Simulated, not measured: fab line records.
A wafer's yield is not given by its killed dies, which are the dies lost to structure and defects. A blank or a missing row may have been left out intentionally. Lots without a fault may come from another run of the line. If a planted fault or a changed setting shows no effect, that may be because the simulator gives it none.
fab line records	flow sky130
[record] lots = 12	wafers = 36	last-day = 50
route steps=708 shown LDD_HVP@288 LDD_LDN@299 POLY_CUT@318 PAD_OPEN@708
lots that met no fault: taken from a fault-free run of the same line
start-h: hours from the record's opening day to when the first of the lot's shown wafers began	wait-h: hours elapsed since this lot's preceding step	" the same as in the row above	L1.1+2: several wafers, shown together as one row	- no value, or no start given	* or withheld: withheld	< > ~ a bound
route shown NAME@n: NAME is a module with steps in the file, n the number in the route of the first one	usual: average and standard deviation across the fault-free wafers	same: alike in all rows	chamber/n: place in a boat	sites: each site's reading	_std_site: standard deviation of those values	_edge_site: mean of outer sites minus mean of inner sites	radius-mm: how far each site lies from the wafer's centre	mask NAME#n: copy n	behind: the most recent tool/chamber to have shaped the wafer	hold: why the lot went on hold/how many hours it stayed there/how the hold came to an end	device: transistor that didn't switch, given as n, p or np	end of line: tests of these same wafers at the route's end	where a step has no rows: the recipe by itself	killed: dies that structure and defects cost at the first sort, which is not the same as the wafer's yield	map: per-die view of a wafer (x killed, . not killed, _ where there is no die)
set.NAME: the setting the step ran with; set.NAME@STEP: the setting that earlier step ran with	model.NAME: the simulator's own value behind a step, which no gauge read
the route's steps for a sample of lots (tables are steps, rows are wafers)
services: the hour from which a tool's chamber was out of use, counted from the record's first day as start-h (under 0 if before that day), plus the number of hours and why
[[steps]]
[step SKY_LDD_HVP_TW_MEAS_10]
[usual] LDD_HVP_TW = 458/7.3
lot.wafer	tool	chamber	start-h	wait-h	LDD_HVP_TW
L431.1	film-metro-01	-	483.72	0.1	449
L431.2	"	-	"	"	447
L431.5	"	-	"	"	447
L433.2	film-metro-03	-	509.37	0.1	458
L433.4	"	-	"	"	460
L433.6	"	-	"	"	460
L435.2	film-metro-04	-	529.88	0.1	468
L435.4	"	-	"	"	470
L435.6	"	-	"	"	469
L437.2	film-metro-03	-	543.88	0.1	458
L437.3	"	-	"	"	458
L437.4	"	-	"	"	458
L438.1	film-metro-04	-	556.86	0.1	465
L438.3	"	-	"	"	465
L438.4	"	-	"	"	465
L439.1	film-metro-03	-	558.98	0.1	459
L439.2	"	-	"	"	460
L439.5	"	-	"	"	458
L442.1	film-metro-01	-	587.91	0.1	447
L442.4	"	-	"	"	448
L442.5	"	-	"	"	450
L443.2	film-metro-01	-	597.64	0.1	446
L443.5	"	-	"	"	448
L443.6	"	-	"	"	448
L449.1	film-metro-03	-	641.77	0.1	462
L449.3	"	-	"	"	463
L449.4	"	-	"	"	461
L451.2	film-metro-04	-	659.67	0.1	464
L451.3	"	-	"	"	465
L451.5	"	-	"	"	465
L453.1	film-metro-01	-	673.76	0.1	447
L453.3	"	-	"	"	447
L453.5	"	-	"	"	448
L454.1	film-metro-04	-	689.71	0.1	466
L454.4	"	-	"	"	466
L454.6	"	-	"	"	466
[step SKY_LDD_LDN_IMPLANT_10]
[recipe] species = As	energy-kev = 15	dose-cm2 = 1.25e+13	tilt-deg = withheld	rotation-deg = 203
[usual] dose-ions-cm2 = 1.25e+13/1.3e+10	faraday-current-uA = 70.5/1.5
lot.wafer	tool	chamber	start-h	wait-h	dose-ions-cm2	faraday-current-uA
L431.1	implanter-03	0	514.40	0.1	1.2493e+13	69.6
L431.2	"	0	"	"	1.251e+13	70.9
L431.5	"	0	"	"	1.2497e+13	73.8
L433.2	implanter-02	0	539.94	0.1	1.2475e+13	68.8
L433.4	"	0	"	"	1.2497e+13	72.0
L433.6	"	0	"	"	1.248e+13	73.1
L435.2	implanter-02	0	560.24	0.1	1.2509e+13	69.7
L435.4	"	0	"	"	1.2495e+13	70.6
L435.6	"	0	"	"	1.2532e+13	70.9
L437.2	implanter-02	0	573.69	0.1	1.2495e+13	70.4
L437.3	"	0	"	"	1.2516e+13	69.1
L437.4	"	0	"	"	1.2507e+13	68.4
L438.1	implanter-02	0	586.11	0.1	1.2493e+13	73.4
L438.3	"	0	"	"	1.2504e+13	70.0
L438.4	"	0	"	"	1.2528e+13	71.1
L439.1	implanter-02	0	587.47	0.1	1.2512e+13	70.7
L439.2	"	0	"	"	1.2482e+13	70.5
L439.5	"	0	"	"	1.2499e+13	71.7
L442.1	implanter-02	0	617.22	0.1	1.2525e+13	70.0
L442.4	"	0	"	"	1.2529e+13	71.5
L442.5	"	0	"	"	1.2512e+13	69.7
L443.2	implanter-03	0	626.54	0.1	1.2494e+13	72.5
L443.5	"	0	"	"	1.2501e+13	68.9
L443.6	"	0	"	"	1.2502e+13	70.1
L449.1	implanter-03	0	670.27	0.1	7.566e+12	43.0
L449.3	"	0	"	"	7.558e+12	42.6
L449.4	"	0	"	"	7.561e+12	43.0
L451.2	implanter-03	0	687.93	0.1	7.58e+12	42.1
L451.3	"	0	"	"	7.565e+12	43.8
L451.5	"	0	"	"	7.56e+12	42.7
L453.1	implanter-02	0	701.00	0.1	1.2495e+13	70.5
L453.3	"	0	"	"	1.2494e+13	66.4
L453.5	"	0	"	"	1.2494e+13	66.6
L454.1	implanter-02	0	717.27	0.1	1.2491e+13	68.0
L454.4	"	0	"	"	1.2497e+13	67.3
L454.6	"	0	"	"	1.2497e+13	70.8
[step SKY_POLY_CUT_ETCH_11]
[recipe] target = Si3N4	chemistry = CF4/CH2F2/Ar	stop-on = poly-Si	source-w = 600	bias-w = 150	pressure-mtorr = 40	cf4-flow-sccm = 40	ch2f2-flow-sccm = 20	Ar_flow_sccm = 150	time-s = 42.5	target-depth-a = 600
[usual] cf4-flow-sccm = 40.01/0.12	drypump-motor-current-A = 5.7/0.52	oes-product-au = 0.832/0.005	throttle-valve-pct = 14.994/0.0088
lot.wafer	tool	chamber	start-h	wait-h	cf4-flow-sccm	drypump-motor-current-A	oes-product-au	rf-hours-counter-h	throttle-valve-pct
L431.1	rie-diel-01	0	546.81	0.0	40.29	6.3	0.841	7	15.000
L431.2	"	3	"	"	39.97	5.8	0.840	5	14.993
L431.5	"	2	"	"	39.74	5.9	0.833	-	14.981
L433.2	rie-diel-03	1	572.51	0.0	39.95	6.0	0.830	9	15.005
L433.4	"	2	"	"	40.03	6.3	0.844	8	14.996
L433.6	"	2	"	"	39.92	6.3	0.829	-	15.003
L435.2	rie-diel-02	0	591.13	0.0	40.19	4.8	0.826	2	14.989
L435.4	"	1	"	"	39.83	5.9	0.839	17	14.985
L435.6	"	1	"	"	40.08	5.9	0.835	-	15.010
L437.2	rie-diel-03	2	604.21	0.0	40.08	6.3	0.836	9	14.995
L437.3	"	1	"	"	39.90	6.0	0.828	10	14.991
L437.4	"	3	"	"	40.27	4.8	0.833	55	15.001
L438.1	rie-diel-03	1	617.13	0.0	40.07	6.0	0.830	10	14.979
L438.3	"	3	"	"	40.08	4.8	0.832	56	14.995
L438.4	"	0	"	"	40.15	5.5	0.833	2	14.977
L439.1	rie-diel-03	1	619.03	0.0	40.01	6.0	0.826	10	14.987
L439.2	"	2	"	"	40.04	6.3	0.833	9	15.000
L439.5	"	3	"	"	39.97	4.8	0.829	-	14.979
L442.1	rie-diel-03	1	648.34	0.0	40.08	6.0	0.832	11	14.992
L442.4	"	0	"	"	39.82	5.5	0.840	3	14.989
L442.5	"	2	"	"	39.97	6.3	0.825	-	14.995
L443.2	rie-diel-03	0	657.58	0.0	40.03	5.5	0.841	3	15.009
L443.5	"	3	"	"	39.86	4.8	0.826	-	14.988
L443.6	"	0	"	"	39.82	5.5	0.829	-	15.000
L449.1	rie-diel-03	2	701.19	0.0	40.25	6.3	0.834	12	14.990
L449.3	"	0	"	"	40.18	5.5	0.825	5	15.003
L449.4	"	1	"	"	40.26	6.1	0.835	12	15.003
L451.2	rie-diel-03	1	721.03	0.0	40.05	6.0	0.826	13	14.992
L451.3	"	2	"	"	39.87	6.3	0.831	12	14.995
L451.5	"	0	"	"	40.12	5.5	0.837	-	14.998
L453.1	rie-diel-02	1	730.61	0.0	39.92	5.9	0.835	21	15.007
L453.3	"	0	"	"	40.14	4.8	0.831	5	14.987
L453.5	"	0	"	"	40.12	4.8	0.839	-	14.989
L454.1	rie-diel-02	0	746.68	0.0	39.94	4.8	0.829	6	14.997
L454.4	"	3	"	"	39.89	6.0	0.833	13	14.996
L454.6	"	1	"	"	40.02	5.9	0.833	-	14.979
[step SKY_POLY_CUT_STRIP_12]
[recipe] chemistry = O2/N2	power-w = 1400	pressure-mtorr = 1500	platen-temp-c = withheld	o2-flow-sccm = 3000	n2-flow-sccm = 300	overash-fraction = 0.5
[usual] drypump-motor-current-A = 5.67/0.16	o2-flow-sccm = 3001/9	oes-product-au = 0.452/0.0041	strip-time-to-endpoint-s = 5.349/0.018
lot.wafer	tool	chamber	start-h	wait-h	drypump-motor-current-A	o2-flow-sccm	oes-product-au	rf-hours-counter-h	strip-time-to-endpoint-s
L431.1	plasma-asher-03	1	546.85	0.0	5.89	2999	0.455	11	5.339
L431.2	"	0	"	"	5.52	3006	0.446	11	5.363
L431.5	"	1	"	"	5.88	2991	0.448	-	5.343
L433.2	plasma-asher-01	0	572.55	0.0	5.93	2999	0.452	87	5.359
L433.4	"	1	"	"	5.47	3009	0.448	-	5.355
L433.6	"	0	"	"	5.94	2982	0.447	-	5.339
L435.2	plasma-asher-02	1	591.17	0.0	5.62	2996	0.448	47	5.348
L435.4	"	0	"	"	5.65	2996	0.447	-	5.351
L435.6	"	1	"	"	5.62	3010	0.454	-	5.363
L437.2	plasma-asher-02	1	604.25	0.0	5.63	3006	0.453	49	5.348
L437.3	"	1	"	"	5.64	3009	0.453	-	5.354
L437.4	"	0	"	"	5.68	3015	0.447	-	5.359
L438.1	plasma-asher-02	1	617.17	0.0	5.62	3004	0.445	50	5.378
L438.3	"	1	"	"	5.64	2993	0.453	-	5.354
L438.4	"	0	"	"	5.66	3014	0.453	-	5.373
L439.1	plasma-asher-02	0	619.07	0.0	5.66	3004	0.450	50	5.365
L439.2	"	1	"	"	5.64	2995	0.450	50	5.346
L439.5	"	0	"	"	5.65	3001	0.455	-	5.372
L442.1	plasma-asher-03	0	648.38	0.0	5.52	2993	0.458	20	5.341
L442.4	"	0	"	"	5.52	3012	0.457	-	5.367
L442.5	"	0	"	"	5.52	3004	0.450	-	5.344
L443.2	plasma-asher-03	0	657.62	0.0	5.52	3020	0.453	20	5.376
L443.5	"	1	"	"	5.93	3000	0.450	-	5.341
L443.6	"	0	"	"	5.53	3003	0.455	-	5.378
L449.1	plasma-asher-02	0	701.23	0.0	5.64	3011	0.453	58	5.377
L449.3	"	0	"	"	5.64	3009	0.459	-	5.370
L449.4	"	1	"	"	5.64	2980	0.453	-	5.359
L451.2	plasma-asher-03	0	721.07	0.0	5.53	2985	0.449	27	5.345
L451.3	"	1	"	"	5.87	3002	0.446	-	5.331
L451.5	"	0	"	"	5.53	2996	0.459	-	5.346
L453.1	plasma-asher-01	0	730.65	0.0	5.92	3007	0.458	102	5.338
L453.3	"	1	"	"	5.44	3005	0.452	-	5.318
L453.5	"	1	"	"	5.43	2987	0.444	-	5.347
L454.1	plasma-asher-02	1	746.72	0.0	5.64	2987	0.451	64	5.371
L454.4	"	1	"	"	5.59	3002	0.448	-	5.345
L454.6	"	0	"	"	5.66	3008	0.457	-	5.353
[step SKY_PAD_OPEN_PROBE_99]
[usual] killed_at_M0_to_M3 = 44/7.2	killed_at_M4_up = 3.0/1.9	killed-at-contacts = 25/4.8	killed-at-front-end = 16/4.2	killed-at-other = 0.2/0.44	killed-dies = 88/9.3	killed-on-rim = 17/3.6	killed-open = 48/7.1	killed-short = 40/6.5
[same] gross-dies = 492	killed-at-back-side = 0
lot.wafer	tool	chamber	start-h	wait-h	killed_at_M0_to_M3	killed_at_M4_up	killed-at-contacts	killed-at-front-end	killed-at-other	killed-dies	killed-on-rim	killed-open	killed-short
L431.1	prober-02	-	1064.10	0.1	57	3	22	11	0	93	22	43	50
L431.2	prober-02	-	1064.15	0.1	42	2	32	12	0	88	20	53	35
L431.5	prober-02	-	1064.30	0.2	50	3	19	12	0	84	15	46	38
L433.2	prober-02	-	1083.55	0.1	56	4	20	18	1	99	21	56	43
L433.4	prober-02	-	1083.65	0.2	40	6	26	18	0	90	18	58	32
L433.6	prober-02	-	1083.75	0.2	34	4	27	16	0	81	10	45	36
L435.2	prober-01	-	1099.96	0.1	40	1	25	16	0	82	19	52	30
L435.4	prober-01	-	1100.06	0.2	47	3	28	13	0	91	16	51	40
L435.6	prober-01	-	1100.16	0.2	45	4	23	18	0	90	17	53	37
L437.2	prober-02	-	1107.23	0.1	38	3	26	28	0	95	20	51	44
L437.3	prober-02	-	1107.28	0.2	54	4	27	16	0	101	14	43	58
L437.4	prober-02	-	1107.33	0.2	44	2	21	15	0	82	19	47	35
L438.1	prober-01	-	1114.40	0.1	45	4	19	8	0	76	12	45	31
L438.3	prober-01	-	1114.50	0.2	40	7	36	12	0	95	19	50	45
L438.4	prober-01	-	1114.55	0.2	33	3	25	11	0	72	10	43	29
L439.1	prober-02	-	1118.71	0.1	36	1	28	17	0	82	18	45	37
L439.2	prober-02	-	1118.76	0.1	48	6	33	18	0	105	25	59	46
L439.5	prober-02	-	1118.91	0.2	33	4	21	17	0	75	14	42	33
L442.1	prober-01	-	1138.48	0.1	34	5	28	14	0	81	18	43	38
L442.4	prober-01	-	1138.63	0.2	49	4	17	20	0	90	14	53	37
L442.5	prober-01	-	1138.68	0.2	45	6	22	16	0	89	24	43	46
L443.2	prober-02	-	1143.45	0.1	58	4	27	15	0	104	19	53	51
L443.5	prober-02	-	1143.60	0.2	48	5	27	17	0	97	19	55	42
L443.6	prober-02	-	1143.65	0.2	42	1	25	12	0	80	19	45	35
L449.1	prober-02	-	1170.00	0.1	37	3	28	12	0	80	19	39	41
L449.3	prober-02	-	1170.10	0.2	42	2	30	18	1	93	23	52	41
L449.4	prober-02	-	1170.15	0.2	47	5	29	16	0	97	13	47	50
L451.2	prober-02	-	1181.60	0.1	55	6	23	14	1	99	16	61	38
L451.3	prober-02	-	1181.65	0.2	47	5	23	19	0	94	18	52	42
L451.5	prober-02	-	1181.75	0.2	48	6	26	7	0	87	16	49	38
L453.1	prober-01	-	1187.33	0.1	39	4	24	17	0	84	15	52	32
L453.3	prober-01	-	1187.43	0.2	41	0	25	13	0	79	11	45	34
L453.5	prober-01	-	1187.53	0.2	34	4	27	12	0	77	15	34	43
L454.1	prober-01	-	1196.50	0.1	52	0	20	17	0	89	15	43	46
L454.4	prober-01	-	1196.65	0.2	50	8	19	10	0	87	13	46	41
L454.6	prober-01	-	1196.75	0.2	39	1	18	16	0	74	13	45	29
// killed by level:class
L431.1 METAL2:geometric-particle:short=10 VIA1:geometric-particle:short=9 VIA1:geometric-particle:open=9 CONTACT:geometric-particle:open=6 CONTACT:geometric-particle:short=6 VIA2:geometric-particle:open=6 VIA3:geometric-particle:open=6 METAL1:geometric-particle:short=6
L431.2 CONTACT:geometric-particle:open=12 VIA1:geometric-particle:open=10 LI_CONTACT:geometric-particle:open=8 METAL2:geometric-particle:short=8 VIA3:geometric-particle:short=6 VIA3:geometric-particle:open=6 POLY_GATE:geometric-particle:open=5 LI_CONTACT:geometric-particle:short=5
L431.5 VIA1:geometric-particle:open=12 CONTACT:geometric-particle:open=10 VIA3:geometric-particle:open=9 VIA1:geometric-particle:short=7 METAL2:geometric-particle:short=6 LI_CONTACT:geometric-particle:open=5 SPACER:geometric-particle:short=4 METAL1:geometric-particle:short=4
L433.2 VIA1:geometric-particle:open=12 CONTACT:geometric-particle:open=10 VIA1:geometric-particle:short=9 METAL1:geometric-particle:short=9 FIELD_ISO:geometric-particle:open=7 VIA3:geometric-particle:open=7 VIA2:geometric-particle:open=6 FIELD_ISO:geometric-particle:short=5
L433.4 VIA1:geometric-particle:open=12 CONTACT:geometric-particle:open=10 LI_CONTACT:geometric-particle:open=6 VIA3:geometric-particle:open=6 CONTACT:geometric-particle:short=5 METAL1:geometric-particle:short=5 POLY_GATE:geometric-particle:open=4 SPACER:geometric-particle:open=4
L433.6 CONTACT:geometric-particle:open=12 CONTACT:geometric-particle:short=7 METAL1:geometric-particle:short=6 VIA3:geometric-particle:open=6 LI_CONTACT:geometric-particle:open=5 VIA1:geometric-particle:open=5 SPACER:geometric-particle:open=4 VIA3:geometric-particle:short=4
L435.2 VIA1:geometric-particle:open=12 CONTACT:geometric-particle:open=11 POLY_GATE:geometric-particle:open=8 LI_CONTACT:geometric-particle:open=6 VIA3:geometric-particle:open=6 METAL1:geometric-particle:short=6 LI_CONTACT:geometric-particle:short=3 METAL2:geometric-particle:short=3
L435.4 CONTACT:geometric-particle:open=11 VIA1:geometric-particle:open=8 LI_CONTACT:geometric-particle:open=7 VIA2:geometric-particle:short=6 METAL2:geometric-particle:short=6 VIA3:geometric-particle:open=6 VIA2:geometric-particle:open=5 POLY_GATE:geometric-particle:short=4
L435.6 VIA2:geometric-particle:open=14 VIA1:geometric-particle:open=8 CONTACT:geometric-particle:open=8 LI_CONTACT:geometric-particle:open=6 VIA3:geometric-particle:short=5 FIELD_ISO:geometric-particle:open=4 POLY_GATE:geometric-particle:open=4 VIA2:geometric-particle:short=4
L437.2 CONTACT:geometric-particle:open=11 VIA1:geometric-particle:open=9 LI_CONTACT:geometric-particle:open=7 POLY_GATE:geometric-particle:short=6 METAL2:geometric-particle:short=6 POLY_GATE:geometric-particle:open=5 FIELD_ISO:geometric-particle:short=4 METAL1:geometric-particle:short=4
L437.3 LI_CONTACT:geometric-particle:open=9 VIA2:geometric-particle:short=9 VIA1:geometric-particle:open=8 VIA2:geometric-particle:open=8 METAL1:geometric-particle:short=7 CONTACT:geometric-particle:open=7 LOCAL_INTERCONNECT:geometric-particle:short=5 VIA1:geometric-particle:short=5
L437.4 VIA3:geometric-particle:open=7 VIA2:geometric-particle:open=7 CONTACT:geometric-particle:open=7 VIA1:geometric-particle:short=7 FIELD_ISO:geometric-particle:open=6 LI_CONTACT:geometric-particle:open=6 VIA1:geometric-particle:open=6 LOCAL_INTERCONNECT:geometric-particle:short=5
L438.1 CONTACT:geometric-particle:open=10 VIA1:geometric-particle:open=9 VIA1:geometric-particle:short=6 LI_CONTACT:geometric-particle:open=5 VIA3:geometric-particle:open=5 VIA2:geometric-particle:open=5 VIA3:geometric-particle:short=5 FIELD_ISO:geometric-particle:open=4
L438.3 LI_CONTACT:geometric-particle:open=15 CONTACT:geometric-particle:open=7 VIA3:geometric-particle:open=7 METAL4:geometric-particle:short=7 CONTACT:geometric-particle:short=6 VIA2:geometric-particle:short=6 FIELD_ISO:geometric-particle:open=5 LOCAL_INTERCONNECT:geometric-particle:short=5
L438.4 LI_CONTACT:geometric-particle:open=9 CONTACT:geometric-particle:open=8 VIA1:geometric-particle:open=8 FIELD_ISO:geometric-particle:short=6 VIA3:geometric-particle:open=5 VIA2:geometric-particle:open=5 LI_CONTACT:geometric-particle:short=3 VIA1:geometric-particle:short=3
L439.1 LI_CONTACT:geometric-particle:open=10 VIA1:geometric-particle:short=8 VIA2:geometric-particle:open=8 CONTACT:geometric-particle:short=7 POLY_GATE:geometric-particle:short=6 VIA1:geometric-particle:open=6 CONTACT:geometric-particle:open=5 FIELD_ISO:geometric-particle:open=4
L439.2 CONTACT:geometric-particle:open=13 LI_CONTACT:geometric-particle:open=11 METAL1:geometric-particle:short=11 VIA3:geometric-particle:open=8 FIELD_ISO:geometric-particle:open=6 VIA2:geometric-particle:open=6 METAL2:geometric-particle:short=6 CONTACT:geometric-particle:short=5
L439.5 CONTACT:geometric-particle:open=11 VIA2:geometric-particle:open=6 POLY_GATE:geometric-particle:short=6 VIA1:geometric-particle:open=6 FIELD_ISO:geometric-particle:short=5 METAL1:geometric-particle:short=5 METAL2:geometric-particle:short=5 VIA3:geometric-particle:open=5
L442.1 CONTACT:geometric-particle:open=10 LI_CONTACT:geometric-particle:open=8 METAL1:geometric-particle:short=8 VIA2:geometric-particle:open=7 CONTACT:geometric-particle:short=5 METAL2:geometric-particle:short=5 VIA1:geometric-particle:open=4 VIA3:geometric-particle:open=4
L442.4 VIA1:geometric-particle:open=9 VIA3:geometric-particle:open=9 LI_CONTACT:geometric-particle:open=6 VIA2:geometric-particle:open=5 METAL1:geometric-particle:short=5 VIA2:geometric-particle:short=5 FIELD_ISO:geometric-particle:short=4 POLY_GATE:geometric-particle:open=4
L442.5 CONTACT:geometric-particle:open=12 VIA2:geometric-particle:open=10 METAL2:geometric-particle:short=8 VIA1:geometric-particle:short=7 POLY_GATE:geometric-particle:open=5 POLY_GATE:geometric-particle:short=5 VIA1:geometric-particle:open=5 METAL4:geometric-particle:short=5
L443.2 VIA1:geometric-particle:open=12 VIA3:geometric-particle:open=10 VIA2:geometric-particle:open=9 CONTACT:geometric-particle:open=8 LOCAL_INTERCONNECT:geometric-particle:short=6 CONTACT:geometric-particle:short=6 VIA2:geometric-particle:short=6 FIELD_ISO:geometric-particle:short=5
L443.5 CONTACT:geometric-particle:open=14 VIA1:geometric-particle:open=10 VIA2:geometric-particle:open=8 VIA3:geometric-particle:open=7 METAL1:geometric-particle:short=6 LI_CONTACT:geometric-particle:short=5 VIA3:geometric-particle:short=5 VIA1:geometric-particle:short=4
L443.6 LI_CONTACT:geometric-particle:open=10 VIA1:geometric-particle:open=10 CONTACT:geometric-particle:open=9 VIA3:geometric-particle:open=7 METAL1:geometric-particle:short=5 METAL2:geometric-particle:short=5 POLY_GATE:geometric-particle:short=3 VIA2:geometric-particle:open=3
L449.1 CONTACT:geometric-particle:short=10 CONTACT:geometric-particle:open=9 VIA2:geometric-particle:open=8 VIA1:geometric-particle:open=5 LOCAL_INTERCONNECT:geometric-particle:short=5 METAL1:geometric-particle:short=5 FIELD_ISO:geometric-particle:open=4 VIA2:geometric-particle:short=4
L449.3 CONTACT:geometric-particle:open=16 VIA1:geometric-particle:open=9 VIA2:geometric-particle:short=7 POLY_GATE:geometric-particle:open=6 LI_CONTACT:geometric-particle:open=5 METAL3:geometric-particle:short=5 VIA2:geometric-particle:open=4 FIELD_ISO:geometric-particle:short=3
L449.4 VIA1:geometric-particle:open=9 CONTACT:geometric-particle:open=8 METAL2:geometric-particle:short=8 LI_CONTACT:geometric-particle:open=7 VIA2:geometric-particle:open=7 VIA1:geometric-particle:short=6 CONTACT:geometric-particle:short=6 FIELD_ISO:geometric-particle:short=5
L451.2 VIA1:geometric-particle:open=14 CONTACT:geometric-particle:open=12 VIA3:geometric-particle:open=11 METAL2:geometric-particle:short=8 METAL1:geometric-particle:short=6 FIELD_ISO:geometric-particle:open=5 VIA2:geometric-particle:open=5 CONTACT:geometric-particle:short=4
L451.3 VIA1:geometric-particle:open=12 CONTACT:geometric-particle:open=10 FIELD_ISO:geometric-particle:open=8 VIA2:geometric-particle:open=6 METAL1:geometric-particle:short=6 VIA3:geometric-particle:open=5 CONTACT:geometric-particle:short=5 METAL4:geometric-particle:short=5
L451.5 VIA2:geometric-particle:open=12 VIA1:geometric-particle:open=8 LI_CONTACT:geometric-particle:open=7 METAL1:geometric-particle:short=7 CONTACT:geometric-particle:open=7 LOCAL_INTERCONNECT:geometric-particle:short=6 VIA1:geometric-particle:short=5 CONTACT:geometric-particle:short=4
L453.1 CONTACT:geometric-particle:open=11 VIA1:geometric-particle:open=9 VIA2:geometric-particle:open=8 LI_CONTACT:geometric-particle:open=6 VIA2:geometric-particle:short=5 FIELD_ISO:geometric-particle:open=4 POLY_GATE:geometric-particle:open=4 METAL2:geometric-particle:short=4
L453.3 CONTACT:geometric-particle:open=14 VIA1:geometric-particle:open=8 VIA1:geometric-particle:short=7 VIA2:geometric-particle:short=6 CONTACT:geometric-particle:short=5 VIA3:geometric-particle:open=5 FIELD_ISO:geometric-particle:open=4 FIELD_ISO:geometric-particle:short=3
L453.5 CONTACT:geometric-particle:open=10 CONTACT:geometric-particle:short=7 VIA2:geometric-particle:short=6 VIA1:geometric-particle:open=6 VIA3:geometric-particle:open=6 VIA1:geometric-particle:short=4 METAL4:geometric-particle:short=4 VIA2:geometric-particle:open=4
L454.1 VIA2:geometric-particle:open=10 METAL1:geometric-particle:short=8 METAL2:geometric-particle:short=8 FIELD_ISO:geometric-particle:open=7 CONTACT:geometric-particle:open=7 VIA2:geometric-particle:short=7 LI_CONTACT:geometric-particle:open=6 VIA1:geometric-particle:open=6
L454.4 LI_CONTACT:geometric-particle:open=12 VIA1:geometric-particle:open=9 METAL4:geometric-particle:short=8 METAL1:geometric-particle:short=8 METAL2:geometric-particle:short=7 VIA2:geometric-particle:open=7 VIA3:geometric-particle:open=7 FIELD_ISO:geometric-particle:short=3
L454.6 CONTACT:geometric-particle:open=8 FIELD_ISO:geometric-particle:short=7 LI_CONTACT:geometric-particle:open=7 VIA1:geometric-particle:open=7 VIA2:geometric-particle:open=7 FIELD_ISO:geometric-particle:open=5 METAL1:geometric-particle:short=5 VIA3:geometric-particle:open=5
[[services]]
tool	chamber	start-h	hours	kind
rie-diel-01	1	500.46	51.2	repair
rie-diel-02	0	511.01	5.3	repair
rie-diel-02	-	515.39	0.9	repair
rie-diel-03	1	532.82	3.6	repair
rie-diel-02	3	546.28	8.9	repair
plasma-asher-03	-	555.32	2.6	repair
implanter-03	-	577.96	8.2	repair
rie-diel-02	0	578.18	5.9	repair
plasma-asher-03	-	586.27	9.3	repair
rie-diel-02	3	595.54	6.8	repair
implanter-03	-	609.32	1.6	repair
implanter-03	-	622.93	2.3	repair
plasma-asher-03	-	642.71	2.8	pm
plasma-asher-03	-	646.87	0.6	repair
implanter-03	-	649.07	1.8	repair
implanter-03	-	652.81	2.5	pm
plasma-asher-02	-	657.41	2.8	pm
implanter-03	-	664.56	3.3	repair
rie-diel-03	-	693.34	0.4	repair
plasma-asher-01	-	701.64	20.0	pm
plasma-asher-01	-	733.75	9.0	pm
plasma-asher-03	-	734.96	14.6	pm
plasma-asher-01	-	736.25	8.4	repair
implanter-03	-	737.41	6.0	pm
[[key]]
[first-sign] step = SKY_LDD_LDN_IMPLANT_10	reading = dose-ions-cm2	direction = down	sigmas = 99+	usual = *	struck = *
[effect] step = SKY_LDD_LDN_IMPLANT_10	reading = faraday-current-uA	direction = down	sigmas = 19	usual = 70.5	struck = 42.9
met-at SKY_LDD_LDN_IMPLANT_10
struck-lots L449,L451
tester-left-out L449,L451
not-acting-at SKY_LDD_HVP_TW_MEAS_10,SKY_POLY_CUT_ETCH_11,SKY_POLY_CUT_STRIP_12
onset-between 626.54 670.27
[fault] kind = process-parameter-drift	tool = implanter-03	chamber = -	onset-h = 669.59	steps = SKY_LDD_LDN_IMPLANT_10	channel = dose-cm2	offset = *	shape = step	end-h = 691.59	acts-in = *	stated = *
// tester-left-out: of these lots the tester's yield and bins aren't shown, on N5 and GAA mostly nor the transistor test; their killed dies are dies lost to structure and defects alone, not to doping, threshold or leakage, so they don't give the yield
